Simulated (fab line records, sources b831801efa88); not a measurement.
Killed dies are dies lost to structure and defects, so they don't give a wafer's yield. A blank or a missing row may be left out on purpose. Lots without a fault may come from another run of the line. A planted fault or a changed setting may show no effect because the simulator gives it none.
A struck lot beside a sound one | flow sky130 | 17 steps out of a route of 708
Sound: wafers L192.2, L192.3, L192.4. Struck: wafers L202.2, L202.5, L202.6. The cause comes at the end.
At each step with rows: each side's tool, then ch and its chambers, then its first start. Under that, the readings that differ: sound wafers | struck wafers | difference of the means | sigmas: that difference in standard deviations of wafers without a fault.
alike: readings whose means differ by less than 2 such deviations, and words and numbers that are the same on both sides. not compared: withheld readings, readings that some wafer has no value for, bounds like >300 that may hide the same value, and numbers for which the record gives no deviation and whose values overlap.
The two part at a step that has a row with sigmas, a row that says differs or no value, or rows on one side only. Numbers that don't overlap but have no deviation are shown without sigmas and don't part them. A reading that every wafer of one side lacks parts them only if that side has two wafers or more.

SKY_VT_ADJUST_HVTP_OVL_MEAS_08:
  sound on overlay-01, day 8 16:56; struck on overlay-02, day 11 06:42
  alike: VT_ADJUST_HVTP_OVL
then, 1 step without rows for these wafers: SKY_VT_ADJUST_HVTP_IMPLANT_09.
SKY_VT_ADJUST_HVTP_STRIP_10: strips in O2/N2.
  sound on plasma_asher-04 ch 0,1, day 8 17:07; struck on plasma_asher-01 ch 0,1, day 11 06:53
  alike: drypump_motor_current_A, oes_product_au, strip_time_to_endpoint_s
  not compared: rf_hours_counter_h
SKY_VT_ADJUST_HVTP_TW_MEAS_11:
  sound on film_metro-02, day 8 17:14; struck on film_metro-02, day 11 06:59
  reading           | sound          | struck         | difference | sigmas
  VT_ADJUST_HVTP_TW | 1340 1344 1351 | 1325 1325 1320 | -22        | -2
then, 7 steps without rows for these wafers: SKY_VT_ADJUST_LVTN_DEHYDRATE_00 (time 60 s); SKY_VT_ADJUST_LVTN_HMDS_01 (prime time 60 s); SKY_VT_ADJUST_LVTN_COAT_02 (resist thk 3000 nm); SKY_VT_ADJUST_LVTN_SOFTBAKE_03; SKY_VT_ADJUST_LVTN_EXPOSE_04 (exposes mask NWM COMPLEMENT LESS NATIVE, target cd 840 nm); SKY_VT_ADJUST_LVTN_PEB_05; SKY_VT_ADJUST_LVTN_DEVELOP_06 (develop time 60 s).
SKY_VT_ADJUST_LVTN_OVL_MEAS_07:
  sound on overlay-02, day 9 14:58; struck on overlay-02, day 12 05:55
  alike: VT_ADJUST_LVTN_OVL
SKY_VT_ADJUST_LVTN_IMPLANT_08:
  sound on implanter-01 ch 0, day 9 15:01; struck on implanter-02 ch 0, day 12 05:58
  reading            | sound                           | struck                           | difference  | sigmas
  beam_energy_keV    | 30.007 30.003 30.010            | 29.996 29.983 29.991             | -0.017      | -2
  dose_ions_cm2      | 1.5705e+12 1.568e+12 1.5678e+12 | 2.2737e+12 2.2759e+12 2.2705e+12 | +7.0460e+11 | +99 or more
  faraday_current_uA | 9.02 8.75 9.12                  | 13.11 12.46 13.36                | +4.01       | +20
  alike: end_station_pressure_torr
SKY_VT_ADJUST_LVTN_STRIP_09: strips in O2/N2.
  sound on plasma_asher-04 ch 0,1, day 9 15:08; struck on plasma_asher-03 ch 0,1, day 12 06:05
  alike: drypump_motor_current_A, oes_product_au, strip_time_to_endpoint_s
  not compared: rf_hours_counter_h
SKY_VT_ADJUST_LVTN_TW_MEAS_10:
  sound on film_metro-02, day 9 15:15; struck on film_metro-01, day 12 06:12
  reading           | sound             | struck            | difference | sigmas
  VT_ADJUST_LVTN_TW | 238.8 239.8 237.7 | 266.9 266.8 268.2 | +28.5      | +20
then, 1 step without rows for these wafers: SKY_VT_ADJUST_LVTN_DEHYDRATE_11 (time 60 s).
-- the record jumps here: 38 days lie between the struck wafers' starts before and after (it left off in module VT_ADJUST_LVTN and takes up again in module PAD_OPEN, whose first step shown is number 708 of the route) --
SKY_PAD_OPEN_PROBE_99:
  sound on prober-02, day 48 14:40; struck on prober-02, day 50 08:20
  reading                                 | sound                | struck               | difference | sigmas
  model.etest.nfet_01v8_lvt.vt_long_v (V) | 0.4351 0.4448 0.4356 | 0.4469 0.4521 0.4509 | +0.0115    |
  alike: killed_at_M0_to_M3, killed_at_M4_up, killed_at_contacts, killed_at_front_end, killed_at_other, killed_dies, killed_on_rim, killed_open, killed_short
  not compared: model.etest.nfet_01v8_lvt.vt_sat_v, model.etest.nfet_01v8.vt_sat_v, model.etest.nfet_01v8_swapped.vt_sat_v, model.etest.nfet_01v8_turned.vt_sat_v, model.etest.nfet_01v8_lvt.vt_v, model.etest.nfet_01v8_swapped.vt_v, model.etest.nfet_01v8.vt_v

WHERE THEY PART
First at SKY_VT_ADJUST_HVTP_TW_MEAS_11; last, within this record, at SKY_VT_ADJUST_LVTN_TW_MEAS_10. Later steps at which nothing parts them and some readings are alike: SKY_PAD_OPEN_PROBE_99.

WHY: what the simulator had put in
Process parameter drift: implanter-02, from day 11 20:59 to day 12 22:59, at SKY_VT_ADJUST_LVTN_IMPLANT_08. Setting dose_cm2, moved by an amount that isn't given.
